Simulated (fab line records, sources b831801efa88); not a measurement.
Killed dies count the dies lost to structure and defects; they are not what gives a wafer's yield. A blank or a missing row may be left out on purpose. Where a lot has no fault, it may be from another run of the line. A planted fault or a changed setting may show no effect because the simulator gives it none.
The tool behind it: which one? + flow sfq_line + Sampling: 14 lots, 42 wafers, 2 of 325 route steps

## WHAT THE GAUGES SHOWED, per wafer
The record holds no reading of a measuring or inspecting step that can be judged against a usual standard deviation.

## WHAT TOOL EACH LOT RAN ON (gives the tool, then ch and the chambers of the sampled wafers, and finally the start)
| lot  | SFQ_TRILAYER_I1_DEP_PECVD_045   | SFQ_TRILAYER_I1_CMP_CMP_046   |
|------|---------------------------------|-------------------------------|
| L727 | pecvd-03 ch 1,2, day 10 21:14   | cmp-01 ch 0,1,3, day 11 03:09 |
| L729 | pecvd-01 ch 0,1,2, day 16 01:19 | cmp-02 ch 0,1,2, day 16 06:17 |
| L731 | pecvd-04 ch 1,2, day 22 06:32   | cmp-02 ch 1,2,3, day 22 06:37 |
| L732 | pecvd-01 ch 0,1,2, day 22 22:28 | cmp-01 ch 0,2,3, day 23 00:01 |
| L733 | pecvd-01 ch 0,1,2, day 23 13:52 | cmp-02 ch 0,1,3, day 23 14:26 |
| L735 | pecvd-04 ch 0,2, day 25 03:50   | cmp-01 ch 0,1,2, day 25 03:55 |
| L736 | pecvd-01 ch 0,1,2, day 25 19:52 | cmp-02 ch 0,2,3, day 26 02:56 |
| L737 | pecvd-01 ch 0,1,2, day 26 07:52 | cmp-01 ch 0,1,3, day 26 13:12 |
| L739 | pecvd-01 ch 1,2, day 27 17:55   | cmp-01 ch 0,2,3, day 27 18:29 |
| L744 | pecvd-04 ch 1,2, day 28 16:43   | cmp-01 ch 0,1,3, day 28 16:47 |
| L745 | pecvd-03 ch 0,2, day 28 17:55   | cmp-02 ch 1,2,3, day 28 18:35 |
| L747 | pecvd-03 ch 0,1,2, day 29 01:07 | cmp-02 ch 0,1,3, day 29 01:11 |
| L749 | pecvd-04 ch 0,2, day 29 07:08   | cmp-02 ch 2,3, day 29 07:13   |
| L750 | pecvd-03 ch 0,1,2, day 29 09:34 | cmp-02 ch 0,2,3, day 29 11:13 |
- SFQ_TRILAYER_I1_DEP_PECVD_045: deposits SiO2 from SiH4/N2O, time 111.11 s, target thk 500 nm.
- SFQ_TRILAYER_I1_CMP_CMP_046: polishes SiO2.

## AS READ BY THE TOOLS THEMSELVES (means over the sampled wafers that have a number; for cases with no such wafer, the mark the record gives instead)
SFQ_TRILAYER_I1_DEP_PECVD_045. Usual: heater_power_w 81 W, standard deviation 12; run_length_s 138.9 s, standard deviation 0.6; throttle_valve_pct 23.9 %, standard deviation 1.3.
| lot  | tool     | heater_power_w (W) | run_length_s (s) | throttle_valve_pct (%) | flag |
|------|----------|--------------------|------------------|------------------------|------|
| L727 | pecvd-03 | 88                 | 139.4            | 24.7                   |      |
| L729 | pecvd-01 | 85                 | 138.5            | 22.5                   |      |
| L731 | pecvd-04 | 86                 | 139.3            | 24.7                   |      |
| L732 | pecvd-01 | 91                 | 138.8            | 23.0                   |      |
| L733 | pecvd-01 | 91                 | 138.6            | 22.8                   |      |
| L735 | pecvd-04 | 74                 | 139.4            | 23.1                   |      |
| L736 | pecvd-01 | 89                 | 138.7            | 23.0                   |      |
| L737 | pecvd-01 | 90                 | 145.4            | 23.2                   | OFF  |
| L739 | pecvd-01 | 94                 | 152.0            | 23.9                   | OFF  |
| L744 | pecvd-04 | 84                 | 139.3            | 23.6                   |      |
| L745 | pecvd-03 | 89                 | 138.8            | 25.7                   |      |
| L747 | pecvd-03 | 79                 | 138.7            | 25.6                   |      |
| L749 | pecvd-04 | 69                 | 139.3            | 23.5                   |      |
| L750 | pecvd-03 | 83                 | 138.7            | 25.6                   |      |

SFQ_TRILAYER_I1_CMP_CMP_046. Usual: motor_current_A 10.4 A, standard deviation 1.2; time_to_endpoint_s 212 s, standard deviation 6.9.
| lot  | tool   | motor_current_A (A) | time_to_endpoint_s (s) | flag |
|------|--------|---------------------|------------------------|------|
| L727 | cmp-01 | 10.4                | 222                    |      |
| L729 | cmp-02 | 10.4                | 222                    |      |
| L731 | cmp-02 | 11.1                | 216                    |      |
| L732 | cmp-01 | 9.8                 | 207                    |      |
| L733 | cmp-02 | 11.2                | 211                    |      |
| L735 | cmp-01 | 9.5                 | 215                    |      |
| L736 | cmp-02 | 10.8                | 201                    |      |
| L737 | cmp-01 | 10.6                | 232                    |      |
| L739 | cmp-01 | 9.5                 | 254                    | OFF  |
| L744 | cmp-01 | 10.0                | 219                    |      |
| L745 | cmp-02 | 11.0                | 205                    |      |
| L747 | cmp-02 | 11.2                | 208                    |      |
| L749 | cmp-02 | 11.2                | 211                    |      |
| L750 | cmp-02 | 10.9                | 221                    |      |

## THE ANSWER, worked out from the rows above alone
Rule: a lot counts as off when the mean over its wafers that have a number is more than 3 standard deviations away from the usual mean. Also off: a lot with no number at a reading for which 4 or more lots have one. Where the step has rows for the other lots, those lots are counted as sound. First the gauges in route order, then the tools' own readings, where a lot's mean is used as printed above. The first step at which some lot is off is used, and at that step the reading that is off furthest; a lot without a number counts as furthest.
Off, at SFQ_TRILAYER_I1_DEP_PECVD_045 on run_length_s: L737, L739.
If a tool, at that step or one of the process steps before it, ran each lot that is off and ran no sound lot following the first of them, it fits. One fits: SFQ_TRILAYER_I1_DEP_PECVD_045 on pecvd-01. A fault onset in the window from L736 (day 25 19:52, its last sound lot) to L737 (day 26 07:52, its first lot off) fits.
The tool's own readings at SFQ_TRILAYER_I1_DEP_PECVD_045 bear it out: on the lots that are off they differ by more than 5 times the standard deviation of the sound lots' means. run_length_s reads 148.7 s there against 139.0 s on the sound lots.

## WHAT THE SIMULATOR PUT IN
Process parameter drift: pecvd-01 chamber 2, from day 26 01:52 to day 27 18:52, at SFQ_TRILAYER_I1_DEP_PECVD_045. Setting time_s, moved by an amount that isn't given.
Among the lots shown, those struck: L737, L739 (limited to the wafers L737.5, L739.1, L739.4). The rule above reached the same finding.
